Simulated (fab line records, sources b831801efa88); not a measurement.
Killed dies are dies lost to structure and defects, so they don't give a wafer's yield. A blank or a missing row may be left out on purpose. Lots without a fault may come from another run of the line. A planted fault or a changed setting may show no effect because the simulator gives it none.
Which tool did it? | flow sky130 | 24 lots, 72 wafers sampled, at 6 steps of a route of 708

WHAT THE GAUGES READ, wafer by wafer
SKY_CONTACT_THK_MEAS_03.
lot  | measured     | on            | CONTACT_HDPCVD_THK (nm)
L074 | day 30 03:37 | film_metro-03 | 563 565 562
L075 | day 30 16:40 | film_metro-01 | 574 576 568
L076 | day 30 17:56 | film_metro-01 | 563 564 559
L077 | day 31 11:25 | film_metro-03 | 564 563 564
L078 | day 31 12:46 | film_metro-02 | 567 562 569
L079 | day 32 11:26 | film_metro-01 | 571 572 572
L080 | day 32 13:34 | film_metro-02 | 552 558 565
L082 | day 33 19:23 | film_metro-03 | 565 552 562
L081 | day 33 21:38 | film_metro-03 | 576 569 578
L084 | day 33 22:05 | film_metro-01 | 573 563 558
L083 | day 33 22:55 | film_metro-01 | 574 585 590
L085 | day 34 03:33 | film_metro-01 | 565 574 578
L086 | day 34 11:18 | film_metro-03 | 566 560 572
L087 | day 34 15:58 | film_metro-03 | 562 562 565
L088 | day 34 21:40 | film_metro-02 | 554 567 564
L089 | day 35 03:11 | film_metro-03 | 578 581 568
L090 | day 35 04:30 | film_metro-02 | 581 582 580
L091 | day 35 21:38 | film_metro-02 | 572 563 575
L092 | day 35 23:19 | film_metro-03 | 570 576 563
L093 | day 36 08:34 | film_metro-01 | 576 567 573
L094 | day 36 20:47 | film_metro-03 | 572 567 568
L095 | day 36 22:47 | film_metro-02 | 552 562 552
L096 | day 37 00:47 | film_metro-02 | 585 574 566
L097 | day 37 12:49 | film_metro-02 | 568 558 567

SKY_METAL1_OVL_MEAS_16.
lot  | measured     | on         | METAL1_OVL (nm)
L074 | day 32 16:01 | overlay-01 | 2 9 3
L075 | day 32 21:42 | overlay-01 | 7 3 -2
L076 | day 32 22:25 | overlay-01 | -3 -2 -8
L077 | day 33 18:34 | overlay-02 | 1 3 8
L078 | day 33 21:00 | overlay-02 | -2 6 17
L079 | day 34 18:58 | overlay-02 | 0 1 -5
L080 | day 34 20:31 | overlay-01 | 1 -6 -4
L082 | day 36 01:28 | overlay-01 | 7 -1 10
L081 | day 36 04:15 | overlay-02 | -4 -4 -6
L084 | day 36 04:37 | overlay-02 | 3 1 9
L083 | day 36 05:34 | overlay-01 | -5 -4 -2
L085 | day 36 10:57 | overlay-02 | -10 1 1
L086 | day 36 18:04 | overlay-01 | 3 10 10
L087 | day 36 22:13 | overlay-02 | -2 -1 8
L088 | day 37 03:57 | overlay-02 | -17 -3 -8
L089 | day 37 09:46 | overlay-02 | -3 0 2
L090 | day 37 10:16 | overlay-02 | -9 -3 -11
L091 | day 38 04:33 | overlay-01 | 2 1 4
L092 | day 38 05:12 | overlay-01 | 2 4 3
L093 | day 38 14:25 | overlay-01 | -5 -1 -2
L094 | day 39 01:19 | overlay-01 | 7 1 3
L095 | day 39 03:10 | overlay-01 | 3 -1 14
L096 | day 39 05:47 | overlay-01 | 2 3 1
L097 | day 39 18:19 | overlay-01 | -5 -14 -9

SKY_VIA1_BOW_MEAS_03.
lot  | measured     | on            | VIA1_BOW (um)
L074 | day 32 17:22 | film_metro-04 | 86 82 84
L075 | day 32 22:59 | film_metro-04 | 82 88 65
L076 | day 32 23:43 | film_metro-02 | 76 97 78
L077 | day 33 19:55 | film_metro-04 | 69 90 80
L078 | day 33 22:18 | film_metro-04 | 83 81 83
L079 | day 34 20:17 | film_metro-01 | 80 106 87
L080 | day 34 21:50 | film_metro-01 | 78 81 77
L082 | day 36 02:58 | film_metro-04 | 84 75 80
L081 | day 36 05:37 | film_metro-02 | 76 89 84
L084 | day 36 06:07 | film_metro-01 | 77 91 80
L083 | day 36 06:52 | film_metro-02 | 84 88 84
L085 | day 36 12:14 | film_metro-01 | 79 90 85
L086 | day 36 19:34 | film_metro-02 | 81 88 75
L087 | day 36 23:29 | film_metro-02 | 82 84 87
L088 | day 37 05:25 | film_metro-02 | 83 79 70
L089 | day 37 11:14 | film_metro-02 | 95 77 94
L090 | day 37 12:07 | film_metro-02 | 101 77 98
L091 | day 38 05:51 | film_metro-04 | 73 78 79
L092 | day 38 06:30 | film_metro-01 | 83 82 71
L093 | day 38 15:43 | film_metro-01 | 84 96 82
L094 | day 39 02:59 | film_metro-04 | 83 75 80
L095 | day 39 04:40 | film_metro-01 | 87 87 88
L096 | day 39 07:07 | film_metro-04 | 84 72 75
L097 | day 39 19:37 | film_metro-02 | 82 74 77

WHICH TOOL RAN EACH LOT (tool, then ch and the chambers of the sampled wafers, then the start)
lot  | SKY_LOCAL_INTERCONNECT_STRIP_15      | SKY_CONTACT_SPUTTER_23       | SKY_CONTACT_CMP_27
L074 | plasma_asher-01 ch 0, day 30 02:51   | pvd_sputter-03, day 31 11:18 | cmp-01 ch 1,2,3, day 31 11:55
L075 | plasma_asher-01 ch 0,1, day 30 15:55 | pvd_sputter-03, day 31 18:24 | cmp-01 ch 0,1,2, day 31 18:45
L076 | plasma_asher-01 ch 0,1, day 30 17:06 | pvd_sputter-01, day 31 18:59 | cmp-02 ch 0,1, day 31 19:20
L077 | plasma_asher-01 ch 0,1, day 31 10:24 | pvd_sputter-01, day 32 15:31 | cmp-02 ch 0,1, day 32 15:52
L078 | plasma_asher-02 ch 0,1, day 31 12:00 | pvd_sputter-01, day 32 17:16 | cmp-01 ch 2,3, day 32 17:40
L079 | plasma_asher-03 ch 0,1, day 32 10:38 | pvd_sputter-01, day 33 15:28 | cmp-01 ch 0,1,2, day 33 16:01
L080 | plasma_asher-01 ch 0,1, day 32 12:49 | pvd_sputter-04, day 33 17:26 | cmp-01 ch 0,1,2, day 33 17:50
L082 | plasma_asher-01 ch 0,1, day 33 18:34 | pvd_sputter-01, day 34 22:44 | cmp-02 ch 0,2,3, day 34 23:11
L081 | plasma_asher-01 ch 0,1, day 33 20:48 | pvd_sputter-04, day 35 00:58 | cmp-01 ch 0,1,3, day 35 01:19
L084 | plasma_asher-02 ch 0,1, day 33 21:20 | pvd_sputter-04, day 35 01:28 | cmp-01 ch 0,3, day 35 01:49
L083 | plasma_asher-02 ch 0,1, day 33 22:09 | pvd_sputter-01, day 35 02:30 | cmp-01 ch 1,2,3, day 35 02:57
L085 | plasma_asher-01 ch 0,1, day 34 02:45 | pvd_sputter-01, day 35 07:46 | cmp-02 ch 1,2, day 35 08:07
L086 | plasma_asher-02 ch 0,1, day 34 10:31 | pvd_sputter-01, day 35 15:13 | cmp-01 ch 0,1,2, day 35 15:37
L087 | plasma_asher-03 ch 0,1, day 34 15:12 | pvd_sputter-03, day 35 18:54 | cmp-02 ch 0,1,2, day 35 19:21
L088 | plasma_asher-03 ch 0,1, day 34 20:54 | pvd_sputter-04, day 36 00:45 | cmp-01 ch 0,3, day 36 01:10
L089 | plasma_asher-02 ch 0,1, day 35 02:26 | pvd_sputter-03, day 36 06:52 | cmp-02 ch 0,2, day 36 07:13
L090 | plasma_asher-02 ch 0,1, day 35 03:42 | pvd_sputter-04, day 36 07:34 | cmp-01 ch 0,1,2, day 36 08:01
L091 | plasma_asher-02 ch 0,1, day 35 20:52 | pvd_sputter-01, day 37 00:49 | cmp-01 ch 0,1,3, day 37 01:13
L092 | plasma_asher-02 ch 0,1, day 35 22:33 | pvd_sputter-03, day 37 02:04 | cmp-02 ch 0,2, day 37 02:25
L093 | plasma_asher-02 ch 1, day 36 07:49   | pvd_sputter-04, day 37 11:31 | cmp-02 ch 0,3, day 37 12:06
L094 | plasma_asher-03 ch 0,1, day 36 20:00 | pvd_sputter-03, day 37 23:04 | cmp-01 ch 0,2,3, day 37 23:28
L095 | plasma_asher-02 ch 0,1, day 36 22:01 | pvd_sputter-04, day 38 01:11 | cmp-01 ch 0,1,2, day 38 01:38
L096 | plasma_asher-01 ch 0,1, day 37 00:01 | pvd_sputter-04, day 38 04:05 | cmp-01 ch 1,2, day 38 04:26
L097 | plasma_asher-01 ch 0,1, day 37 12:03 | pvd_sputter-03, day 38 16:07 | cmp-01 ch 1,2,3, day 38 16:38
- SKY_LOCAL_INTERCONNECT_STRIP_15: strips in O2/N2.
- SKY_CONTACT_SPUTTER_23: material TiN, target thk 20 nm, time 80 s.
- SKY_CONTACT_CMP_27: polishes, stops on SiO2, t overpolish 15 s, target thk 0 nm.

WHAT THE TOOLS THEMSELVES READ (means of the sampled wafers that have a number; where no wafer has one, the mark that the record gives instead)
SKY_LOCAL_INTERCONNECT_STRIP_15.
lot  | tool            | drypump_motor_current_A (A) | oes_product_au (a.u.) | strip_time_to_endpoint_s (s)
L074 | plasma_asher-01 | 5.2                         | 0.427                 | 4.69
L075 | plasma_asher-01 | 5.9                         | 0.425                 | 4.72
L076 | plasma_asher-01 | 5.5                         | 0.428                 | 4.71
L077 | plasma_asher-01 | 5.5                         | 0.428                 | 4.73
L078 | plasma_asher-02 | 5.6                         | 0.426                 | 4.71
L079 | plasma_asher-03 | 5.7                         | 0.425                 | 4.72
L080 | plasma_asher-01 | 5.5                         | 0.427                 | 4.71
L082 | plasma_asher-01 | 5.9                         | 0.427                 | 4.69
L081 | plasma_asher-01 | 5.9                         | 0.427                 | 4.74
L084 | plasma_asher-02 | 5.4                         | 0.430                 | 4.75
L083 | plasma_asher-02 | 5.4                         | 0.427                 | 4.75
L085 | plasma_asher-01 | 5.9                         | 0.428                 | 4.72
L086 | plasma_asher-02 | 5.4                         | 0.424                 | 4.72
L087 | plasma_asher-03 | 5.7                         | 0.428                 | 4.74
L088 | plasma_asher-03 | 5.6                         | 0.432                 | 4.72
L089 | plasma_asher-02 | 5.6                         | 0.433                 | 4.73
L090 | plasma_asher-02 | 5.4                         | 0.425                 | 4.74
L091 | plasma_asher-02 | 5.6                         | 0.428                 | 4.72
L092 | plasma_asher-02 | 5.4                         | 0.422                 | 4.66
L093 | plasma_asher-02 | 5.9                         | 0.430                 | 4.73
L094 | plasma_asher-03 | 5.7                         | 0.427                 | 4.71
L095 | plasma_asher-02 | 5.4                         | 0.429                 | 4.75
L096 | plasma_asher-01 | 5.6                         | 0.425                 | 4.66
L097 | plasma_asher-01 | 5.9                         | 0.423                 | 4.74

SKY_CONTACT_SPUTTER_23.
lot  | tool           | throttle_valve_pct (%)
L074 | pvd_sputter-03 | 29.7
L075 | pvd_sputter-03 | 30.3
L076 | pvd_sputter-01 | 29.0
L077 | pvd_sputter-01 | 30.4
L078 | pvd_sputter-01 | 29.0
L079 | pvd_sputter-01 | 28.1
L080 | pvd_sputter-04 | 30.8
L082 | pvd_sputter-01 | 30.2
L081 | pvd_sputter-04 | 30.7
L084 | pvd_sputter-04 | 30.5
L083 | pvd_sputter-01 | 29.5
L085 | pvd_sputter-01 | 28.5
L086 | pvd_sputter-01 | 28.4
L087 | pvd_sputter-03 | 30.0
L088 | pvd_sputter-04 | 30.6
L089 | pvd_sputter-03 | 28.9
L090 | pvd_sputter-04 | 30.4
L091 | pvd_sputter-01 | 29.5
L092 | pvd_sputter-03 | 30.0
L093 | pvd_sputter-04 | 31.2
L094 | pvd_sputter-03 | 31.2
L095 | pvd_sputter-04 | 30.2
L096 | pvd_sputter-04 | 30.3
L097 | pvd_sputter-03 | 31.0

SKY_CONTACT_CMP_27.
lot  | tool   | motor_current_A (A) | overpolish_run_s (s) | platen_rpm (rpm) | time_to_endpoint_s (s)
L074 | cmp-01 | 11.2                | 14.997               | 59.97            | 81
L075 | cmp-01 | 11.1                | 15.004               | 59.99            | 85
L076 | cmp-02 | 9.8                 | 15.000               | 60.02            | 87
L077 | cmp-02 | 9.7                 | 14.996               | 60.02            | 91
L078 | cmp-01 | 12.0                | 15.006               | 59.97            | 82
L079 | cmp-01 | 11.3                | 15.004               | 59.98            | 82
L080 | cmp-01 | 11.0                | 15.000               | 59.99            | 84
L082 | cmp-02 | 10.7                | 15.007               | 60.01            | 83
L081 | cmp-01 | 10.7                | 15.003               | 60.04            | 81
L084 | cmp-01 | 11.3                | 15.000               | 59.98            | 84
L083 | cmp-01 | 10.6                | 14.994               | 59.99            | 82
L085 | cmp-02 | 10.9                | 15.002               | 60.04            | 86
L086 | cmp-01 | 11.1                | 14.997               | 59.97            | 84
L087 | cmp-02 | 10.9                | 15.004               | 60.00            | 86
L088 | cmp-01 | 11.4                | 15.001               | 60.02            | 87
L089 | cmp-02 | 11.3                | 14.999               | 60.00            | 78
L090 | cmp-01 | 10.9                | 15.003               | 60.01            | 84
L091 | cmp-01 | 11.1                | 15.000               | 60.00            | 86
L092 | cmp-02 | 11.7                | 15.010               | 59.99            | 80
L093 | cmp-02 | 10.5                | 15.001               | 60.04            | 79
L094 | cmp-01 | 11.6                | 14.999               | 60.03            | 87
L095 | cmp-01 | 10.9                | 14.999               | 60.04            | 86
L096 | cmp-01 | 11.4                | 15.006               | 60.01            | 84
L097 | cmp-01 | 11.1                | 14.999               | 59.97            | 86

THE ANSWER, worked out from the rows above alone
Rule: what is usual is taken from the lots themselves. Put in order of their means at a reading, lots are off if they are a third of the lots or fewer, leave a main group of 4 or more, and stand apart from it by a gap of 3 or more times the standard deviation of the main group's means; of several such gaps the widest counts. A main group whose means are all the same, to the digits that the tables above print for the reading, isn't used. A lot without any number at a reading at which 4 lots or more have one is off too. The other lots that the step has rows for count as sound. The gauges are gone through in route order, then the tools' own readings, and for those a lot's mean is taken as printed above. The first step at which some lot is off is used, and at that step the reading that is off furthest; a lot without a number counts as furthest.
No lot is off at any reading shown: from this, nothing can be told.

WHAT THE SIMULATOR HAD PUT IN
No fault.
